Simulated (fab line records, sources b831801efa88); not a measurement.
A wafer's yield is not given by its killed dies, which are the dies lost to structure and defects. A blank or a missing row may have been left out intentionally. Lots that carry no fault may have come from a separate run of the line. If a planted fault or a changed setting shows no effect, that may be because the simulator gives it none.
fab line records	flow sky130
record: lots: 13	wafers: 39	last_day: 50
route steps=708 shown SONOS_ONO@185 POLY_GATE@235 LDD_N@241 PAD_OPEN@708
lots untouched by any fault: they come from a run of this same line in which no faults occurred
start_h: start of the lot's first displayed wafer, in hours after the record's first day	wait_h: time in hours since the lot's previous step	" repeats the value in the row above	L1.1+2: a row that stands for several wafers	- no value, or no start given	* or withheld: withheld	< > ~ a bound
route shown NAME@n: names a module that has steps shown in the file, with the first one's number in the route	usual: the fault-free wafers' mean and standard deviation	same: alike in all rows	chamber/n: place in a boat	sites: readings site by site	_std_site: the values' standard deviation	_edge_site: mean of outer sites minus mean of inner sites	radius_mm: how far each site lies from the wafer's centre	mask NAME#n: copy n	behind: the most recent tool/chamber to have shaped the wafer	hold: cause of the lot's hold/its duration in hours/its outcome	device: names the non-switching transistor (n, p or np)	end of line: tests run on the same wafers once the route is complete	for a step that has no rows: nothing shown but its recipe	killed: dies lost to structure and defects at the first sort, not the wafer's yield	map: a wafer's dies, x killed, . not, _ none there
set.NAME: the setting as run; set.NAME@STEP: as run at that earlier step	model.NAME: the simulator's own value behind a step, which no gauge read
a sample of lots followed through the steps of the route, with each step as a table and each wafer as a row
services: when a tool's chamber went out of use (start_h, in hours from the record's first day, below 0 if earlier), for how many hours, and the reason
== steps ==
step: SKY_SONOS_ONO_STRIP_17
recipe: chemistry: O2/N2	power_w: 1400	pressure_mtorr: 1500	platen_temp_c: withheld	o2_flow_sccm: 3000	n2_flow_sccm: 300	overash_fraction: 0.5
usual: drypump_motor_current_A: 5.7/0.4	oes_product_au: 0.710/0.0049	strip_time_to_endpoint_s: 14.09/0.045
same: overash_fraction: 0.5
lot.wafer	tool	chamber	start_h	wait_h	drypump_motor_current_A	oes_product_au	rf_hours_counter_h	strip_time_to_endpoint_s
L247.1	plasma_asher-03	0	299.01	0.0	5.9	0.710	16	14.10
L247.3	"	0	"	"	5.9	0.704	-	14.07
L247.5	"	1	"	"	5.7	0.708	-	14.09
L248.1	plasma_asher-03	1	310.86	0.0	5.8	0.708	17	14.08
L248.4	"	0	"	"	5.8	0.711	-	14.09
L248.5	"	1	"	"	5.8	0.705	-	14.11
L250.2	plasma_asher-04	1	328.01	0.0	5.2	0.707	68	14.09
L250.3	"	0	"	"	6.3	0.707	-	14.05
L250.4	"	1	"	"	5.2	0.705	-	14.06
L251.1	plasma_asher-03	0	328.36	0.0	5.9	0.716	19	14.12
L251.2	"	1	"	"	5.8	0.709	19	14.14
L251.3	"	1	"	"	5.7	0.710	-	14.11
L252.2	plasma_asher-03	1	334.61	0.0	5.8	0.719	19	14.09
L252.5	"	0	"	"	5.9	0.706	-	14.06
L252.6	"	1	"	"	5.7	0.706	-	14.10
L253.1	plasma_asher-03	0	339.71	0.0	5.9	0.712	20	14.13
L253.2	"	1	"	"	5.8	0.709	20	14.13
L253.5	"	0	"	"	5.9	0.706	-	14.13
L256.4	plasma_asher-02	0	371.55	0.0	5.5	0.713	-	14.00
L256.5	"	0	"	"	5.6	0.707	-	13.94
L256.6	"	1	"	"	5.1	0.707	-	14.00
L262.4	plasma_asher-04	0	433.37	0.0	6.3	0.704	-	14.12
L262.5	"	0	"	"	6.3	0.707	-	14.04
L262.6	"	1	"	"	5.2	0.705	-	14.07
L263.1	plasma_asher-04	0	442.90	0.0	6.3	0.712	81	14.13
L263.3	"	1	"	"	5.2	0.711	-	14.12
L263.6	"	1	"	"	5.3	0.714	-	14.15
L265.3	plasma_asher-03	1	443.63	0.0	5.8	0.711	-	14.15
L265.4	"	0	"	"	5.9	0.697	-	14.09
L265.6	"	0	"	"	5.9	0.703	-	14.12
L267.1	plasma_asher-03	1	461.16	0.0	5.7	0.708	31	14.02
L267.4	"	1	"	"	5.8	0.717	-	14.02
L267.6	"	0	"	"	5.9	0.711	-	14.04
L266.1	plasma_asher-03	0	463.15	0.0	5.9	0.714	31	14.10
L266.2	"	1	"	"	5.8	0.719	31	14.15
L266.3	"	0	"	"	5.8	0.709	-	14.13
L268.2	plasma_asher-04	1	480.06	0.0	5.3	0.720	84	14.05
L268.5	"	0	"	"	6.3	0.715	-	14.02
L268.6	"	1	"	"	5.2	0.707	-	14.02
step: SKY_POLY_GATE_THK_MEAS_21
recipe: reads: SiO2_of_POLY_GATE_OXIDATION_20
usual: POLY_GATE_OXIDATION_THK: 3.99/0.092
lot.wafer	tool	chamber	start_h	wait_h	POLY_GATE_OXIDATION_THK[nm]
L247.1	film_metro-02	-	391.14	0.0	3.90
L247.3	"	-	"	"	3.92
L247.5	"	-	"	"	3.94
L248.1	film_metro-03	-	408.55	0.0	3.87
L248.4	"	-	"	"	3.80
L248.5	"	-	"	"	3.86
L250.2	film_metro-04	-	422.44	0.0	4.01
L250.3	"	-	"	"	4.03
L250.4	"	-	"	"	4.03
L251.1	film_metro-04	-	424.75	0.0	3.88
L251.2	"	-	"	"	3.84
L251.3	"	-	"	"	3.97
L252.2	film_metro-02	-	431.65	0.0	3.94
L252.5	"	-	"	"	3.87
L252.6	"	-	"	"	3.95
L253.1	film_metro-03	-	440.84	0.0	3.97
L253.2	"	-	"	"	3.95
L253.5	"	-	"	"	4.02
L256.4	film_metro-02	-	473.00	0.0	4.10
L256.5	"	-	"	"	3.96
L256.6	"	-	"	"	3.92
L262.4	film_metro-04	-	534.58	0.0	3.99
L262.5	"	-	"	"	4.00
L262.6	"	-	"	"	4.03
L265.3	film_metro-02	-	545.31	0.0	3.97
L265.4	"	-	"	"	3.88
L265.6	"	-	"	"	3.94
L263.1	film_metro-03	-	547.57	0.0	4.00
L263.3	"	-	"	"	3.88
L263.6	"	-	"	"	3.88
L267.1	film_metro-03	-	559.58	0.0	4.07
L267.4	"	-	"	"	4.01
L267.6	"	-	"	"	4.08
L266.1	film_metro-02	-	562.14	0.0	3.96
L266.2	"	-	"	"	4.01
L266.3	"	-	"	"	3.98
L268.2	film_metro-02	-	578.49	0.0	3.90
L268.5	"	-	"	"	3.93
L268.6	"	-	"	"	4.02
step: SKY_LDD_N_EXPOSE_04
recipe: mask_id: NTM	target_cd_nm: 840	na: 0.6	source_shape: conventional	sigma_outer: 0.6	dose_mj: 110
lot.wafer	tool	chamber	start_h	wait_h	mask
L247.1+3+5	iline_stepper-01	0	405.94	-	NTM#0
L248.1+4+5	iline_stepper-01	0	423.60	-	NTM#0
L250.2+3+4	iline_stepper-01	0	437.71	-	NTM#0
L251.1+2+3	iline_stepper-01	0	440.54	-	NTM#0
L252.2+5+6	iline_stepper-02	0	447.08	-	NTM_R1#0
L253.1+2+5	iline_stepper-02	0	456.29	-	NTM#0
L256.4+5+6	iline_stepper-02	0	488.39	-	NTM#0
L262.4+5+6	iline_stepper-01	0	549.40	-	NTM#0
L265.3+4+6	iline_stepper-02	0	560.01	-	NTM#0
L263.1+3+6	iline_stepper-02	0	562.19	-	NTM#0
L267.1+4+6	iline_stepper-01	0	574.76	-	NTM#0
L266.1+2+3	iline_stepper-01	0	577.29	-	NTM#0
L268.2+5+6	iline_stepper-01	0	592.94	-	NTM#0
step: SKY_LDD_N_TW_MEAS_17
usual: LDD_N_TW: 2593/37
lot.wafer	tool	chamber	start_h	wait_h	LDD_N_TW
L247.1	film_metro-01	-	421.92	0.1	2642
L247.3	"	-	"	"	2625
L247.5	"	-	"	"	2632
L248.1	film_metro-03	-	440.07	0.1	2556
L248.4	"	-	"	"	2551
L248.5	"	-	"	"	2554
L250.2	film_metro-03	-	454.78	0.1	2546
L250.3	"	-	"	"	2560
L250.4	"	-	"	"	2557
L251.1	film_metro-01	-	456.82	0.1	2652
L251.2	"	-	"	"	2648
L251.3	"	-	"	"	2642
L252.2	film_metro-01	-	462.94	0.1	2637
L252.5	"	-	"	"	2647
L252.6	"	-	"	"	2653
L253.1	film_metro-04	-	472.77	0.1	2558
L253.2	"	-	"	"	2577
L253.5	"	-	"	"	2585
L256.4	film_metro-01	-	504.75	0.1	2646
L256.5	"	-	"	"	2637
L256.6	"	-	"	"	2645
L262.4	film_metro-03	-	563.85	0.1	2553
L262.5	"	-	"	"	2550
L262.6	"	-	"	"	2557
L265.3	film_metro-01	-	576.24	0.1	2633
L265.4	"	-	"	"	2624
L265.6	"	-	"	"	2634
L263.1	film_metro-01	-	578.23	0.1	2640
L263.3	"	-	"	"	2638
L263.6	"	-	"	"	2637
L267.1	film_metro-01	-	590.48	0.1	2622
L267.4	"	-	"	"	2635
L267.6	"	-	"	"	2647
L266.1	film_metro-04	-	592.58	0.1	2579
L266.2	"	-	"	"	2584
L266.3	"	-	"	"	2585
L268.2	film_metro-03	-	608.98	0.1	2555
L268.5	"	-	"	"	2565
L268.6	"	-	"	"	2570
step: SKY_PAD_OPEN_PROBE_99
usual: killed_at_M0_to_M3: 44/6.5	killed_at_M4_up: 3.3/1.9	killed_at_contacts: 23/4.7	killed_at_front_end: 15/4.5	killed_at_other: 0.2/0.52	killed_dies: 86/8.9	killed_open: 47/6.8	killed_short: 39/6.1
same: gross_dies: 492	killed_at_back_side: 0
lot.wafer	tool	chamber	start_h	wait_h	killed_at_M0_to_M3	killed_at_M4_up	killed_at_contacts	killed_at_front_end	killed_at_other	killed_dies	killed_open	killed_short
L251.1	prober-02	-	1106.56	0.1	46	5	18	16	0	85	47	38
L251.2	prober-02	-	1106.61	0.1	59	1	21	19	0	100	55	45
L251.3	prober-02	-	1106.66	0.2	37	4	26	20	0	87	49	38
L252.2	prober-02	-	1108.11	0.1	45	5	18	13	1	82	41	41
L252.5	prober-02	-	1108.26	0.2	37	6	22	12	0	77	41	36
L252.6	prober-02	-	1108.31	0.2	50	3	21	15	0	89	44	45
L253.1	prober-01	-	1114.56	0.1	41	5	26	10	0	82	55	27
L253.2	prober-01	-	1114.61	0.1	45	2	23	12	0	82	40	42
L253.5	prober-01	-	1114.76	0.2	44	1	29	5	0	79	48	31
L262.4	prober-02	-	1174.82	0.2	51	3	21	11	0	86	46	40
L262.5	prober-02	-	1174.87	0.2	38	2	29	17	0	86	44	42
L262.6	prober-02	-	1174.92	0.2	51	4	20	25	0	100	52	48
L263.1	prober-01	-	1180.67	0.2	54	4	24	19	0	101	55	46
L263.3	prober-01	-	1180.77	0.2	48	3	17	12	1	81	41	40
L263.6	prober-01	-	1180.92	0.3	48	3	32	15	0	98	49	49
killed by level:class
L251.1 VIA1:geometric_particle:open=11 VIA3:geometric_particle:open=8 CONTACT:geometric_particle:open=8 FIELD_ISO:geometric_particle:short=7 FIELD_ISO:geometric_particle:open=6 METAL2:geometric_particle:short=6 VIA2:geometric_particle:open=6 VIA1:geometric_particle:short=5
L251.2 CONTACT:geometric_particle:open=11 VIA1:geometric_particle:open=11 VIA2:geometric_particle:open=9 VIA3:geometric_particle:open=9 VIA1:geometric_particle:short=8 FIELD_ISO:geometric_particle:open=5 FIELD_ISO:geometric_particle:short=5 POLY_GATE:geometric_particle:short=5
L251.3 CONTACT:geometric_particle:open=10 VIA1:geometric_particle:open=9 LI_CONTACT:geometric_particle:open=7 FIELD_ISO:geometric_particle:open=6 LOCAL_INTERCONNECT:geometric_particle:short=5 VIA3:geometric_particle:open=5 POLY_GATE:geometric_particle:short=4 METAL1:geometric_particle:short=4
L252.2 VIA2:geometric_particle:open=13 CONTACT:geometric_particle:open=9 METAL1:geometric_particle:short=7 METAL2:geometric_particle:short=7 VIA1:geometric_particle:open=5 POLY_GATE:geometric_particle:short=4 LOCAL_INTERCONNECT:geometric_particle:short=4 VIA3:geometric_particle:open=4
L252.5 CONTACT:geometric_particle:open=9 VIA1:geometric_particle:open=9 LI_CONTACT:geometric_particle:open=5 METAL2:geometric_particle:short=5 VIA3:geometric_particle:open=5 METAL4:geometric_particle:short=5 FIELD_ISO:geometric_particle:open=4 LI_CONTACT:geometric_particle:short=4
L252.6 VIA1:geometric_particle:open=12 CONTACT:geometric_particle:open=7 VIA2:geometric_particle:short=7 VIA2:geometric_particle:open=7 METAL1:geometric_particle:short=6 POLY_GATE:geometric_particle:short=5 LI_CONTACT:geometric_particle:open=5 CONTACT:geometric_particle:short=5
L253.1 CONTACT:geometric_particle:open=11 LI_CONTACT:geometric_particle:open=10 VIA3:geometric_particle:open=9 VIA1:geometric_particle:open=8 METAL2:geometric_particle:short=6 VIA2:geometric_particle:open=5 METAL4:geometric_particle:short=5 POLY_GATE:geometric_particle:open=3
L253.2 METAL2:geometric_particle:short=14 CONTACT:geometric_particle:open=9 VIA1:geometric_particle:open=9 VIA3:geometric_particle:open=5 LOCAL_INTERCONNECT:geometric_particle:short=5 CONTACT:geometric_particle:short=5 VIA2:geometric_particle:open=5 FIELD_ISO:geometric_particle:short=3
L253.5 CONTACT:geometric_particle:open=15 VIA3:geometric_particle:open=11 VIA1:geometric_particle:open=10 METAL1:geometric_particle:short=7 LI_CONTACT:geometric_particle:open=7 METAL2:geometric_particle:short=7 LOCAL_INTERCONNECT:geometric_particle:short=4 VIA1:geometric_particle:short=4
L262.4 VIA1:geometric_particle:open=14 VIA3:geometric_particle:open=8 METAL2:geometric_particle:short=8 LOCAL_INTERCONNECT:geometric_particle:short=6 CONTACT:geometric_particle:open=6 CONTACT:geometric_particle:short=4 METAL1:geometric_particle:short=4 VIA1:geometric_particle:short=4
L262.5 CONTACT:geometric_particle:open=12 VIA1:geometric_particle:open=11 VIA1:geometric_particle:short=7 LI_CONTACT:geometric_particle:open=6 LOCAL_INTERCONNECT:geometric_particle:short=5 FIELD_ISO:geometric_particle:short=4 FIELD_ISO:geometric_particle:open=4 POLY_GATE:geometric_particle:short=4
L262.6 VIA1:geometric_particle:open=16 FIELD_ISO:geometric_particle:short=8 METAL1:geometric_particle:short=6 LI_CONTACT:geometric_particle:open=6 CONTACT:geometric_particle:short=6 VIA2:geometric_particle:open=6 POLY_GATE:geometric_particle:short=5 METAL2:geometric_particle:short=5
L263.1 LI_CONTACT:geometric_particle:open=10 VIA1:geometric_particle:open=10 METAL2:geometric_particle:short=9 VIA3:geometric_particle:open=7 FIELD_ISO:geometric_particle:open=6 POLY_GATE:geometric_particle:short=6 CONTACT:geometric_particle:short=6 METAL1:geometric_particle:short=6
L263.3 VIA2:geometric_particle:open=12 VIA1:geometric_particle:open=10 LI_CONTACT:geometric_particle:open=6 LOCAL_INTERCONNECT:geometric_particle:short=6 METAL1:geometric_particle:short=6 VIA3:geometric_particle:short=6 CONTACT:geometric_particle:open=4 VIA3:geometric_particle:open=4
L263.6 CONTACT:geometric_particle:open=12 METAL2:geometric_particle:short=10 VIA3:geometric_particle:open=10 LI_CONTACT:geometric_particle:open=7 VIA1:geometric_particle:open=7 CONTACT:geometric_particle:short=6 METAL1:geometric_particle:short=5 VIA1:geometric_particle:short=5
== services ==
tool	chamber	start_h	hours	kind
plasma_asher-02	-	283.51	3.4	repair
iline_stepper-01	-	366.67	1.7	pm
plasma_asher-03	-	367.33	7.1	repair
plasma_asher-02	-	382.16	3.8	repair
iline_stepper-02	-	387.69	5.9	repair
iline_stepper-01	-	411.50	1.7	repair
plasma_asher-02	-	421.25	9.0	pm
plasma_asher-02	0	421.25	9.0	vent_cycle
plasma_asher-02	1	421.25	9.0	vent_cycle
iline_stepper-02	-	428.05	0.7	repair
plasma_asher-02	0	430.25	-	clean
plasma_asher-02	1	430.25	-	clean
iline_stepper-02	-	437.06	6.4	repair
iline_stepper-01	-	456.24	2.1	pm
iline_stepper-01	-	458.32	-	consumable_replace:lamp
iline_stepper-02	-	461.49	1.7	pm
iline_stepper-01	-	479.60	4.4	pm
iline_stepper-02	-	506.78	3.1	repair
iline_stepper-01	-	527.88	8.9	pm
iline_stepper-02	-	531.30	21.6	repair
plasma_asher-02	-	540.61	2.1	repair
iline_stepper-01	-	560.38	2.9	repair
iline_stepper-01	-	584.85	1.7	pm
== key ==
first_sign: step: SKY_LDD_N_EXPOSE_04	reading: mask	direction: changed
effect none on later readings
met_at SKY_LDD_N_EXPOSE_04
struck_lots L252
tester_left_out L252
not_acting_at SKY_SONOS_ONO_STRIP_17,SKY_POLY_GATE_THK_MEAS_21,SKY_LDD_N_TW_MEAS_17
fault: kind: wrong_mask	tool: any	chamber: -	onset_h: 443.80	steps: SKY_LDD_N_EXPOSE_04	aux_copy: NTM_R1#0	cd_offset_nm: -101	scope: struck_lots_only
tester_left_out: of these lots the tester's yield and bins aren't shown, on N5 and GAA mostly nor the transistor test; their killed dies are dies lost to structure and defects alone, not to doping, threshold or leakage, so they don't give the yield
